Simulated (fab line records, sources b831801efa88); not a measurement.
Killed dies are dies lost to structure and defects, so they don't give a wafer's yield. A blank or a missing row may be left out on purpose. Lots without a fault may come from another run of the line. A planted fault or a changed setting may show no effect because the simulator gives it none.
fab line records | flow sky130
record lots=12 wafers=36 last_day=49
route steps=708 shown METAL2@501 METAL4@598 METAL5@665 PAD_OPEN@708
lots that met no fault: from a run of the same line without faults
start_h: hours from the record's first day to the start of the lot's first wafer shown | wait_h: hours since the lot's step before | " the same as in the row above | L1.1+2: a row that stands for several wafers | - no value, or no start given | * or withheld: withheld | < > ~ a bound
route shown NAME@n: a module of which the file shows steps, and the number in the route of the first | usual: mean/standard deviation of fault-free wafers | same: alike in all rows | chamber/n: place in a boat | sites: the reading at each site | _std_site: their standard deviation | _edge_site: outer sites' mean less inner sites' | radius_mm: how far each site lies from the wafer's centre | mask NAME#n: copy n | behind: the tool/chamber that last shaped the wafer | hold: why the lot was held/for how many hours/how that ended | device: the transistor (n, p or np) that didn't switch | end of line: the same wafers' tests at the end of the route | a step without rows: its recipe alone | killed: dies lost to structure and defects at the first sort, not the wafer's yield | map: a wafer's dies, x killed, . not, _ none there
set.NAME: the setting as run; set.NAME@STEP: as run at that earlier step | model.NAME: the simulator's own value behind a step, which no gauge read
steps of the route over a sample of lots; a table a step, a row a wafer
services: from which hour (start_h, from the record's first day; less than 0 if before it) a tool's chamber was out of use, for how many hours, and why
## steps
# step SKY_METAL2_ETCH_18
# recipe chemistry=N2/H2 target=BARC ion_energy_ev=200 bias_w=100 pressure_mtorr=30 n2_flow_sccm=100 h2_flow_sccm=200 icp_w=500 stop_on=SiO2 time_s=45.9 target_depth_a=600
# usual drypump_motor_current_A=5.48/0.27 oes_product_au=0.855/0.0049 throttle_valve_pct=13.225/0.0084
# columns lot.wafer tool chamber start_h wait_h drypump_motor_current_A oes_product_au rf_hours_counter_h throttle_valve_pct
L221.1 rie_metal-01 1 822.87 0.0 5.24 0.853 6 13.227
L221.3 " 1 " " 5.24 0.858 - 13.217
L221.5 " 0 " " 5.46 0.854 - 13.235
L223.1 rie_metal-04 1 844.37 0.0 6.01 0.847 6 13.221
L223.3 " 1 " " 6.07 0.855 - 13.212
L223.5 " 0 " " 5.20 0.854 - 13.214
L222.3 rie_metal-02 1 846.42 0.0 5.41 0.858 - 13.231
L222.4 " 0 " " 5.63 0.847 - 13.227
L222.5 " 0 " " 5.65 0.849 - 13.232
L224.2 rie_metal-01 1 856.82 0.1 5.26 0.847 - 13.225
L224.3 " 1 " " 5.27 0.848 - 13.224
L224.5 " 1 " " 5.26 0.854 - 13.227
L226.2 rie_metal-02 0 858.52 0.0 5.60 0.851 2 13.234
L226.5 " 1 " " 5.39 0.853 - 13.246
L226.6 " 0 " " 5.63 0.854 - 13.239
L228.2 rie_metal-02 0 883.67 0.0 5.66 0.848 3 13.232
L228.3 " 0 " " 5.65 0.853 - 13.230
L228.4 " 1 " " 5.35 0.865 - 13.230
L229.2 rie_metal-04 0 885.00 0.0 5.22 0.858 12 13.229
L229.4 " 0 " " 5.20 0.855 - 13.227
L229.5 " 0 " " 5.23 0.859 - 13.211
L234.2 rie_metal-02 0 920.10 0.0 5.67 0.857 4 13.231
L234.4 " 1 " " 5.37 0.858 - 13.227
L234.6 " 1 " " 5.37 0.857 - 13.224
L235.3 rie_metal-02 0 922.98 0.0 5.65 0.860 - 13.229
L235.4 " 1 " " 5.40 0.853 - 13.219
L235.6 " 1 " " 5.41 0.847 - 13.230
L236.2 rie_metal-01 0 931.66 0.0 5.45 0.847 3 13.229
L236.3 " 0 " " 5.43 0.860 - 13.216
L236.5 " 0 " " 5.42 0.858 - 13.218
L238.1 rie_metal-04 0 947.00 0.0 5.22 0.862 16 13.228
L238.4 " 0 " " 5.22 0.852 - 13.225
L238.5 " 1 " " 6.01 0.863 - 13.215
L239.4 rie_metal-04 0 954.13 0.0 5.20 0.857 - 13.242
L239.5 " 1 " " 6.03 0.862 - 13.230
L239.6 " 0 " " 5.21 0.856 - 13.230
# step SKY_METAL4_SPUTTER_00
# recipe material=Ti target_thk_nm=15 power_w=3000 time_s=10 chamber_pressure_pa=0.4
# usual throttle_valve_pct=30.3/1.3
# columns lot.wafer tool chamber start_h wait_h throttle_valve_pct
L221.1 pvd_sputter-01 - 932.02 0.1 30.3
L221.3 " - " " 31.6
L221.5 " - " " 31.5
L223.1 pvd_sputter-04 - 951.78 0.2 28.2
L223.3 " - " " 29.1
L223.5 " - " " 31.3
L222.3 pvd_sputter-01 - 954.43 0.2 30.2
L222.4 " - " " 31.5
L222.5 " - " " 32.4
L224.2 pvd_sputter-04 - 964.38 0.2 31.6
L224.3 " - " " 31.1
L224.5 " - " " 31.7
L226.2 pvd_sputter-04 - 965.41 0.1 28.6
L226.5 " - " " 31.5
L226.6 " - " " 31.4
L228.2 pvd_sputter-04 - 988.10 0.1 31.2
L228.3 " - " " 31.2
L228.4 " - " " 29.5
L229.2 pvd_sputter-01 - 990.65 0.2 31.3
L229.4 " - " " 32.1
L229.5 " - " " 28.3
L234.2 pvd_sputter-04 - 1023.93 0.2 28.5
L234.4 " - " " 31.0
L234.6 " - " " 28.6
L235.3 pvd_sputter-01 - 1025.13 0.2 30.6
L235.4 " - " " 28.1
L235.6 " - " " 28.4
L236.2 pvd_sputter-01 - 1033.65 0.2 31.4
L236.3 " - " " 32.1
L236.5 " - " " 28.4
L238.1 pvd_sputter-01 - 1048.11 0.2 30.4
L238.4 " - " " 31.0
L238.5 " - " " 28.1
L239.4 pvd_sputter-04 - 1054.23 0.2 29.6
L239.5 " - " " 29.4
L239.6 " - " " 31.3
# step SKY_METAL4_SPUTTER_01
# recipe material=TiN target_thk_nm=20 power_w=6500 time_s=16.7 chamber_pressure_pa=0.4
# usual throttle_valve_pct=30.3/1.3
# columns lot.wafer tool chamber start_h wait_h throttle_valve_pct
L221.1 pvd_sputter-01 - 932.05 0.0 30.5
L221.3 " - " " 31.3
L221.5 " - " " 31.4
L223.1 pvd_sputter-04 - 951.81 0.0 28.7
L223.3 " - " " 29.2
L223.5 " - " " 31.4
L222.3 pvd_sputter-01 - 954.45 0.0 30.5
L222.4 " - " " 31.4
L222.5 " - " " 31.9
L224.2 pvd_sputter-04 - 964.40 0.0 31.5
L224.3 " - " " 31.1
L224.5 " - " " 31.5
L226.2 pvd_sputter-04 - 965.43 0.0 28.5
L226.5 " - " " 31.4
L226.6 " - " " 31.5
L228.2 pvd_sputter-04 - 988.12 0.0 30.9
L228.3 " - " " 31.5
L228.4 " - " " 29.2
L229.2 pvd_sputter-01 - 990.67 0.0 31.3
L229.4 " - " " 32.1
L229.5 " - " " 28.5
L234.2 pvd_sputter-04 - 1023.95 0.0 28.3
L234.4 " - " " 31.0
L234.6 " - " " 28.2
L235.3 pvd_sputter-01 - 1025.16 0.0 30.3
L235.4 " - " " 28.5
L235.6 " - " " 28.5
L236.2 pvd_sputter-01 - 1033.67 0.0 31.6
L236.3 " - " " 32.1
L236.5 " - " " 28.3
L238.1 pvd_sputter-01 - 1048.13 0.0 30.2
L238.4 " - " " 31.5
L238.5 " - " " 28.2
L239.4 pvd_sputter-04 - 1054.26 0.0 29.5
L239.5 " - " " 29.4
L239.6 " - " " 31.1
# step SKY_METAL5_SPUTTER_04
# recipe material=TiN target_thk_nm=70 power_w=6500 time_s=58.3 chamber_pressure_pa=0.4
# usual throttle_valve_pct=30.4/1
# columns lot.wafer tool chamber start_h wait_h throttle_valve_pct
L221.1 pvd_sputter-03 - 1007.60 0.0 30.7
L221.3 " - " " 29.8
L221.5 " - " " 29.6
L223.1 pvd_sputter-01 - 1026.25 0.0 30.5
L223.3 " - " " 31.9
L223.5 " - " " 31.4
L222.3 pvd_sputter-01 - 1028.75 0.0 30.8
L222.4 " - " " 31.1
L222.5 " - " " 32.1
L224.2 pvd_sputter-03 - 1039.14 0.0 30.2
L224.3 " - " " 30.5
L224.5 " - " " 29.8
L226.2 pvd_sputter-02 - 1039.78 0.0 32.0
L226.5 " - " " 29.5
L226.6 " - " " 29.3
L228.2 pvd_sputter-03 - 1059.55 0.0 31.2
L228.3 " - " " 30.2
L228.4 " - " " 30.0
L229.2 pvd_sputter-02 - 1061.55 0.0 29.4
L229.4 " - " " 29.4
L229.5 " - " " 29.6
L234.2 pvd_sputter-03 - 1091.79 0.0 29.7
L234.4 " - " " 29.7
L234.6 " - " " 30.4
L235.3 pvd_sputter-01 - 1092.80 0.0 32.2
L235.4 " - " " 31.3
L235.6 " - " " 30.4
L236.2 pvd_sputter-03 - 1102.61 0.0 29.6
L236.3 " - " " 30.8
L236.5 " - " " 30.6
L238.1 pvd_sputter-02 - 1115.64 0.0 30.8
L238.4 " - " " 29.6
L238.5 " - " " 32.1
L239.4 pvd_sputter-02 - 1120.57 0.0 29.4
L239.5 " - " " 29.7
L239.6 " - " " 29.3
# step SKY_PAD_OPEN_PROBE_99
# usual defect_limited_yield=82.4/2 killed_at_M0_to_M3=44/7.4 killed_at_M4_up=3.1/1.8 killed_at_contacts=24/5.6 killed_at_front_end=15/4.9 killed_at_other=0.4/0.59 killed_dies=87/9.8 killed_open=47/7.2 killed_short=39/6.8 sort_bin_3_pad_short=0.9/0.41 sort_bin_5_function=10.3/1.6 sort_bin_6_memory=6.5/1.1 sort_n_pass=405/9.8 sort_yield_pct=82.4/2
# same gross_dies=492 killed_at_back_side=0 sort_bin_4_leakage[%]=0 sort_bin_8_speed[%]=0
# columns lot.wafer tool chamber start_h wait_h hold defect_limited_yield[%] killed_at_M0_to_M3 killed_at_M4_up killed_at_contacts killed_at_front_end killed_at_other killed_dies killed_open killed_short sort_bin_3_pad_short[%] sort_bin_5_function[%] sort_bin_6_memory[%] sort_n_pass sort_yield_pct[%]
L221.1 prober-02 - 1078.45 0.1 - 84.8 33 4 20 18 0 75 50 24 0.4 8.1 6.7 417 84.8
L221.3 prober-02 - 1078.55 0.2 - 78.3 50 4 29 23 1 107 54 53 1.4 13.4 6.9 385 78.3
L221.5 prober-02 - 1078.65 0.2 - 80.1 44 2 35 16 1 98 53 45 1.2 12.2 6.5 394 80.1
L223.1 prober-01 - 1095.49 0.1 - 85.4 40 0 21 11 0 72 47 25 0.6 8.3 5.7 420 85.4
L223.3 prober-01 - 1095.59 0.2 - 81.7 46 2 25 17 0 90 49 41 1.0 10.2 7.1 402 81.7
L223.5 prober-01 - 1095.69 0.2 - 81.3 48 3 32 9 0 92 58 34 0.8 11.0 6.9 400 81.3
L222.3 prober-02 - 1097.40 0.2 - 81.7 46 4 24 16 0 90 47 43 1.2 10.6 6.5 402 81.7
L222.4 prober-02 - 1097.45 0.2 - 82.7 50 5 11 19 0 85 46 38 0.6 9.8 6.9 407 82.7
L222.5 prober-02 - 1097.50 0.2 - 80.3 40 3 30 24 0 97 44 50 1.6 7.7 10.4 395 80.3
L224.2 prober-01 - 1107.64 0.1 - 82.7 58 2 11 14 0 85 46 39 0.6 10.6 6.1 407 82.7
L224.3 prober-01 - 1107.69 0.2 - 80.1 45 3 36 14 0 98 56 42 1.0 12.4 6.5 394 80.1
L224.5 prober-01 - 1107.79 0.2 - 82.5 45 4 23 14 0 86 44 42 0.6 9.1 7.7 406 82.5
L226.2 prober-02 - 1109.14 0.1 - 82.9 35 5 24 18 2 84 38 45 1.2 9.8 6.1 408 82.9
L226.5 prober-02 - 1109.29 0.2 - 83.1 41 7 13 21 1 83 38 43 0.4 10.4 6.1 409 83.1
L226.6 prober-02 - 1109.34 0.2 - 82.9 55 4 16 8 1 84 47 36 1.2 9.1 6.7 408 82.9
L228.2 prober-02 - 1126.00 0.1 - 79.5 55 3 20 23 0 101 67 33 0.4 11.8 8.3 391 79.5
L228.3 prober-02 - 1126.05 0.2 - 81.5 51 4 21 15 0 91 36 52 1.0 10.2 7.3 401 81.5
L228.4 prober-02 - 1126.10 0.2 - 83.1 47 2 16 18 0 83 49 34 0.6 9.1 7.1 409 83.1
L229.2 prober-01 - 1128.29 0.1 - 79.7 44 4 36 16 0 100 55 45 1.6 10.2 8.5 392 79.7
L229.4 prober-01 - 1128.39 0.2 - 81.5 44 1 22 23 1 91 44 46 1.0 10.8 6.7 401 81.5
L229.5 prober-01 - 1128.44 0.2 - 81.7 46 3 25 15 1 90 45 45 0.6 13.4 4.3 402 81.7
L234.2 prober-02 - 1154.53 0.1 await_dispo/3.3h/release 76.8 77 5 23 9 0 114 45 26 2.2 15.4 5.5 378 76.8
L234.4 prober-02 - 1154.63 0.2 await_dispo/3.3h/release 78.9 64 3 27 10 0 104 44 30 2.0 12.4 6.7 388 78.9
L234.6 prober-02 - 1154.73 0.2 await_dispo/3.3h/release 74.0 71 2 34 21 0 128 51 46 2.0 18.3 5.7 364 74.0
L235.3 prober-01 - 1155.52 0.2 await_dispo/4.1h/release 75.8 83 4 26 6 0 119 42 42 4.5 14.2 5.5 373 75.8
L235.4 prober-01 - 1155.57 0.2 await_dispo/4.1h/release 72.2 97 7 20 13 0 137 67 38 2.2 16.7 8.9 355 72.2
L235.6 prober-01 - 1155.67 0.2 await_dispo/4.1h/release 74.4 88 1 21 16 0 126 52 42 2.6 15.7 7.3 366 74.4
L236.2 prober-02 - 1163.36 0.1 - 80.7 48 2 14 31 0 95 51 42 1.0 12.2 6.1 397 80.7
L236.3 prober-02 - 1163.41 0.2 - 79.7 51 3 23 23 0 100 53 45 0.8 12.8 6.7 392 79.7
L236.5 prober-02 - 1163.51 0.2 - 80.9 39 0 35 20 0 94 46 48 0.4 11.8 6.9 398 80.9
L238.1 prober-02 - 1173.54 0.1 - 85.0 38 2 21 13 0 74 41 33 1.6 8.7 4.7 418 85.0
L238.4 prober-02 - 1173.69 0.2 - 84.8 41 3 18 13 0 75 43 32 0.2 10.4 4.7 417 84.8
L238.5 prober-02 - 1173.74 0.2 - 81.5 47 1 27 16 0 91 52 39 0.4 12.2 5.9 401 81.5
L239.4 prober-01 - 1178.13 0.2 - 84.6 38 4 22 12 0 76 44 32 0.8 7.9 6.7 416 84.6
L239.5 prober-01 - 1178.18 0.2 - 80.7 49 2 30 14 0 95 54 41 1.8 10.0 7.5 397 80.7
L239.6 prober-01 - 1178.23 0.2 - 82.7 49 2 20 14 0 85 46 39 0.6 10.6 6.1 407 82.7
# killed by level:class
L221.1 CONTACT:geometric_particle:open=12 VIA1:geometric_particle:open=7 VIA3:geometric_particle:open=7 POLY_GATE:geometric_particle:open=6 METAL3:geometric_particle:short=5 LI_CONTACT:geometric_particle:open=4 VIA2:geometric_particle:open=4 FIELD_ISO:geometric_particle:open=3
L221.3 CONTACT:geometric_particle:open=11 VIA1:geometric_particle:open=9 VIA1:geometric_particle:short=7 POLY_GATE:geometric_particle:short=6 VIA2:geometric_particle:open=6 VIA3:geometric_particle:open=6 METAL2:geometric_particle:short=6 POLY_GATE:geometric_particle:open=5
L221.5 LI_CONTACT:geometric_particle:open=11 CONTACT:geometric_particle:open=10 VIA1:geometric_particle:open=10 CONTACT:geometric_particle:short=9 VIA3:geometric_particle:open=8 VIA2:geometric_particle:open=8 FIELD_ISO:geometric_particle:short=7 METAL2:geometric_particle:short=6
L223.1 VIA2:geometric_particle:open=9 LI_CONTACT:geometric_particle:open=8 VIA1:geometric_particle:open=8 POLY_GATE:geometric_particle:open=6 CONTACT:geometric_particle:open=6 METAL1:geometric_particle:short=6 METAL3:geometric_particle:short=4 VIA3:geometric_particle:open=4
L223.3 VIA2:geometric_particle:open=8 VIA3:geometric_particle:open=8 METAL1:geometric_particle:short=7 CONTACT:geometric_particle:open=7 LI_CONTACT:geometric_particle:open=6 VIA1:geometric_particle:open=6 FIELD_ISO:geometric_particle:open=4 POLY_GATE:geometric_particle:short=4
L223.5 LI_CONTACT:geometric_particle:open=12 CONTACT:geometric_particle:open=12 VIA1:geometric_particle:open=11 VIA3:geometric_particle:open=7 METAL1:geometric_particle:short=7 VIA2:geometric_particle:open=7 VIA1:geometric_particle:short=6 LOCAL_INTERCONNECT:geometric_particle:short=4
L222.3 LI_CONTACT:geometric_particle:open=8 CONTACT:geometric_particle:open=8 VIA1:geometric_particle:open=7 FIELD_ISO:geometric_particle:open=6 METAL1:geometric_particle:short=6 VIA3:geometric_particle:open=6 METAL2:geometric_particle:short=5 VIA3:geometric_particle:short=5
L222.4 VIA1:geometric_particle:open=11 METAL1:geometric_particle:short=10 VIA3:geometric_particle:open=10 METAL2:geometric_particle:short=9 POLY_GATE:geometric_particle:open=6 LI_CONTACT:geometric_particle:open=5 CONTACT:geometric_particle:open=4 FIELD_ISO:geometric_particle:short=3
L222.5 LI_CONTACT:geometric_particle:open=13 POLY_GATE:geometric_particle:short=10 VIA1:geometric_particle:open=6 VIA2:geometric_particle:open=6 LOCAL_INTERCONNECT:geometric_particle:short=5 CONTACT:geometric_particle:open=5 METAL1:geometric_particle:short=5 METAL3:geometric_particle:short=5
L224.2 VIA1:geometric_particle:open=10 VIA3:geometric_particle:open=8 METAL2:geometric_particle:short=7 VIA2:geometric_particle:open=7 METAL1:geometric_particle:short=6 FIELD_ISO:geometric_particle:short=5 METAL2:geometric_particle:open=5 LI_CONTACT:geometric_particle:open=4
L224.3 CONTACT:geometric_particle:open=13 VIA2:geometric_particle:open=8 VIA1:geometric_particle:open=8 CONTACT:geometric_particle:short=7 LOCAL_INTERCONNECT:geometric_particle:short=6 FIELD_ISO:geometric_particle:open=5 LI_CONTACT:geometric_particle:short=5 LI_CONTACT:geometric_particle:open=5
L224.5 VIA2:geometric_particle:open=7 CONTACT:geometric_particle:open=7 VIA3:geometric_particle:open=7 LI_CONTACT:geometric_particle:open=6 METAL2:geometric_particle:short=6 METAL3:geometric_particle:short=6 POLY_GATE:geometric_particle:short=4 LI_CONTACT:geometric_particle:short=4
L226.2 VIA1:geometric_particle:open=8 LI_CONTACT:geometric_particle:open=8 METAL1:geometric_particle:short=7 POLY_GATE:geometric_particle:short=5 POLY_GATE:geometric_particle:open=5 CONTACT:geometric_particle:open=5 CONTACT:geometric_particle:short=5 METAL4:geometric_particle:short=5
L226.5 VIA1:geometric_particle:open=9 METAL1:geometric_particle:short=6 POLY_GATE:geometric_particle:open=5 CONTACT:geometric_particle:open=5 VIA2:geometric_particle:short=5 VIA3:geometric_particle:open=5 FIELD_ISO:geometric_particle:open=4 FIELD_ISO:geometric_particle:short=4
L226.6 VIA2:geometric_particle:open=12 VIA1:geometric_particle:open=9 METAL2:geometric_particle:short=9 METAL1:geometric_particle:short=6 POLY_GATE:geometric_particle:open=5 VIA3:geometric_particle:open=5 LI_CONTACT:geometric_particle:short=4 LOCAL_INTERCONNECT:geometric_particle:short=4
L228.2 VIA1:geometric_particle:open=14 VIA2:geometric_particle:open=13 VIA3:geometric_particle:open=9 POLY_GATE:geometric_particle:open=8 LI_CONTACT:geometric_particle:open=7 CONTACT:geometric_particle:open=7 POLY_GATE:geometric_particle:short=5 METAL2:geometric_particle:short=5
L228.3 VIA1:geometric_particle:open=9 VIA1:geometric_particle:short=8 POLY_GATE:geometric_particle:short=6 LOCAL_INTERCONNECT:geometric_particle:short=6 CONTACT:geometric_particle:open=6 METAL1:geometric_particle:short=5 METAL2:geometric_particle:short=5 POLY_GATE:geometric_particle:open=4
L228.4 VIA2:geometric_particle:open=14 VIA1:geometric_particle:open=10 LI_CONTACT:geometric_particle:open=6 POLY_GATE:geometric_particle:short=5 FIELD_ISO:geometric_particle:short=4 FIELD_ISO:geometric_particle:open=4 LOCAL_INTERCONNECT:geometric_particle:short=4 VIA1:geometric_particle:short=4
L229.2 CONTACT:geometric_particle:open=19 VIA1:geometric_particle:open=11 VIA1:geometric_particle:short=8 POLY_GATE:geometric_particle:short=7 VIA2:geometric_particle:open=7 LOCAL_INTERCONNECT:geometric_particle:short=6 CONTACT:geometric_particle:short=5 POLY_GATE:geometric_particle:open=4
L229.4 LI_CONTACT:geometric_particle:open=11 VIA3:geometric_particle:open=7 VIA1:geometric_particle:open=7 METAL2:geometric_particle:short=7 FIELD_ISO:geometric_particle:short=6 CONTACT:geometric_particle:short=5 VIA1:geometric_particle:short=5 VIA3:geometric_particle:short=5
L229.5 CONTACT:geometric_particle:open=7 VIA1:geometric_particle:short=7 METAL3:geometric_particle:open=6 CONTACT:geometric_particle:short=6 VIA1:geometric_particle:open=6 VIA2:geometric_particle:open=6 POLY_GATE:geometric_particle:open=5 LI_CONTACT:geometric_particle:short=5
L234.2 METAL2:unspecified=43 CONTACT:geometric_particle:open=8 VIA1:geometric_particle:open=8 LI_CONTACT:geometric_particle:open=7 VIA3:geometric_particle:open=6 METAL1:geometric_particle:short=6 FIELD_ISO:geometric_particle:open=5 LI_CONTACT:geometric_particle:short=4
L234.4 METAL2:unspecified=30 CONTACT:geometric_particle:open=9 VIA1:geometric_particle:open=6 LI_CONTACT:geometric_particle:open=5 CONTACT:geometric_particle:short=5 VIA2:geometric_particle:open=5 VIA3:geometric_particle:open=5 FIELD_ISO:geometric_particle:short=4
L234.6 METAL2:unspecified=31 CONTACT:geometric_particle:open=10 FIELD_ISO:geometric_particle:short=9 LI_CONTACT:geometric_particle:short=9 VIA1:geometric_particle:open=9 LI_CONTACT:geometric_particle:open=8 VIA3:geometric_particle:open=7 VIA2:geometric_particle:open=6
L235.3 METAL2:unspecified=35 CONTACT:geometric_particle:open=10 VIA1:geometric_particle:open=7 METAL1:geometric_particle:short=6 LI_CONTACT:geometric_particle:open=6 METAL2:geometric_particle:short=6 VIA3:geometric_particle:open=6 VIA2:geometric_particle:open=6
L235.4 METAL2:unspecified=32 VIA1:geometric_particle:open=28 CONTACT:geometric_particle:open=8 VIA3:geometric_particle:open=7 VIA2:geometric_particle:open=7 VIA1:geometric_particle:short=6 METAL4:geometric_particle:short=6 LI_CONTACT:geometric_particle:open=5
L235.6 METAL2:unspecified=32 VIA3:geometric_particle:open=11 VIA1:geometric_particle:open=10 CONTACT:geometric_particle:open=8 METAL1:geometric_particle:short=8 POLY_GATE:geometric_particle:open=7 METAL2:geometric_particle:short=6 CONTACT:geometric_particle:short=5
L236.2 VIA1:geometric_particle:open=17 POLY_GATE:geometric_particle:short=10 POLY_GATE:geometric_particle:open=7 METAL1:geometric_particle:short=6 VIA2:geometric_particle:open=6 FIELD_ISO:geometric_particle:short=5 METAL2:geometric_particle:short=5 SPACER:geometric_particle:open=4
L236.3 LI_CONTACT:geometric_particle:open=11 VIA1:geometric_particle:open=8 FIELD_ISO:geometric_particle:short=7 METAL2:geometric_particle:short=7 CONTACT:geometric_particle:open=6 METAL1:geometric_particle:short=6 VIA3:geometric_particle:open=6 FIELD_ISO:geometric_particle:open=5
L236.5 LI_CONTACT:geometric_particle:open=8 VIA2:geometric_particle:open=8 CONTACT:geometric_particle:short=7 CONTACT:geometric_particle:open=7 POLY_GATE:geometric_particle:short=6 METAL1:geometric_particle:short=6 LI_CONTACT:geometric_particle:short=6 METAL2:geometric_particle:short=6
L238.1 VIA2:geometric_particle:open=10 CONTACT:geometric_particle:open=9 CONTACT:geometric_particle:short=7 METAL1:geometric_particle:short=5 VIA3:geometric_particle:open=5 FIELD_ISO:geometric_particle:open=4 LI_CONTACT:geometric_particle:open=4 VIA3:geometric_particle:short=4
L238.4 VIA1:geometric_particle:open=9 LI_CONTACT:geometric_particle:open=8 VIA3:geometric_particle:open=7 VIA2:geometric_particle:open=6 METAL2:geometric_particle:short=5 VIA3:geometric_particle:short=5 FIELD_ISO:geometric_particle:open=4 CONTACT:geometric_particle:open=4
L238.5 VIA1:geometric_particle:open=11 VIA2:geometric_particle:open=11 CONTACT:geometric_particle:open=10 METAL2:geometric_particle:short=7 CONTACT:geometric_particle:short=6 FIELD_ISO:geometric_particle:short=5 FIELD_ISO:geometric_particle:open=5 LOCAL_INTERCONNECT:geometric_particle:short=5
L239.4 VIA1:geometric_particle:open=11 LI_CONTACT:geometric_particle:open=8 CONTACT:geometric_particle:open=8 METAL1:geometric_particle:short=6 VIA2:geometric_particle:open=6 FIELD_ISO:geometric_particle:short=5 SPACER:geometric_particle:open=3 LOCAL_INTERCONNECT:geometric_particle:short=3
L239.5 VIA1:geometric_particle:open=11 LI_CONTACT:geometric_particle:open=10 CONTACT:geometric_particle:open=9 VIA3:geometric_particle:open=9 METAL2:geometric_particle:short=7 VIA2:geometric_particle:open=7 FIELD_ISO:geometric_particle:open=5 METAL1:geometric_particle:short=5
L239.6 VIA3:geometric_particle:open=9 VIA1:geometric_particle:open=7 VIA2:geometric_particle:open=7 CONTACT:geometric_particle:open=6 LI_CONTACT:geometric_particle:open=5 VIA1:geometric_particle:short=5 VIA2:geometric_particle:short=5 FIELD_ISO:geometric_particle:short=4
## services
# columns tool chamber start_h hours kind
pvd_sputter-01 0 849.72 - consumable_replace:kit
pvd_sputter-01 0 849.72 18.0 scheduled_down
pvd_sputter-01 0 849.72 18.0 vent_cycle
pvd_sputter-01 - 856.86 5.8 repair
pvd_sputter-04 - 911.24 1.8 repair
pvd_sputter-03 - 920.58 4.2 repair
rie_metal-02 - 924.23 14.6 pm
pvd_sputter-02 - 939.99 5.9 repair
pvd_sputter-04 2 964.54 - consumable_replace:kit
pvd_sputter-04 2 964.54 18.0 scheduled_down
pvd_sputter-04 2 964.54 18.0 vent_cycle
pvd_sputter-01 3 968.65 - consumable_replace:kit
pvd_sputter-01 3 968.65 18.0 scheduled_down
pvd_sputter-01 3 968.65 18.0 vent_cycle
rie_metal-02 - 1007.86 2.8 pm
pvd_sputter-04 - 1018.89 4.5 repair
rie_metal-04 0 1028.94 25.6 repair
pvd_sputter-01 - 1048.43 25.2 repair
pvd_sputter-01 - 1054.38 3.5 repair
rie_metal-04 1 1070.22 2.1 repair
rie_metal-01 - 1076.39 0.4 repair
pvd_sputter-01 2 1102.88 - consumable_replace:kit
pvd_sputter-01 2 1102.88 18.0 scheduled_down
pvd_sputter-01 2 1102.88 18.0 vent_cycle
## key
first_sign step=SKY_PAD_OPEN_PROBE_99 reading=killed_at_M0_to_M3 direction=up sigmas=4.9 usual=44 struck=80
effect step=SKY_PAD_OPEN_PROBE_99 reading=sort_bin_3_pad_short direction=up sigmas=4.2 usual=0.9 struck=2.6
met_at SKY_METAL2_ETCH_18
struck_lots L234,L235
not_acting_at SKY_METAL4_SPUTTER_00,SKY_METAL4_SPUTTER_01,SKY_METAL5_SPUTTER_04
onset_between 883.67 920.10
fault kind=chamber_particle_source tool=rie_metal-02 chamber=- onset_h=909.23 steps=SKY_METAL2_ETCH_18 rate_per_visit_cm2=1.0169 end_h=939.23
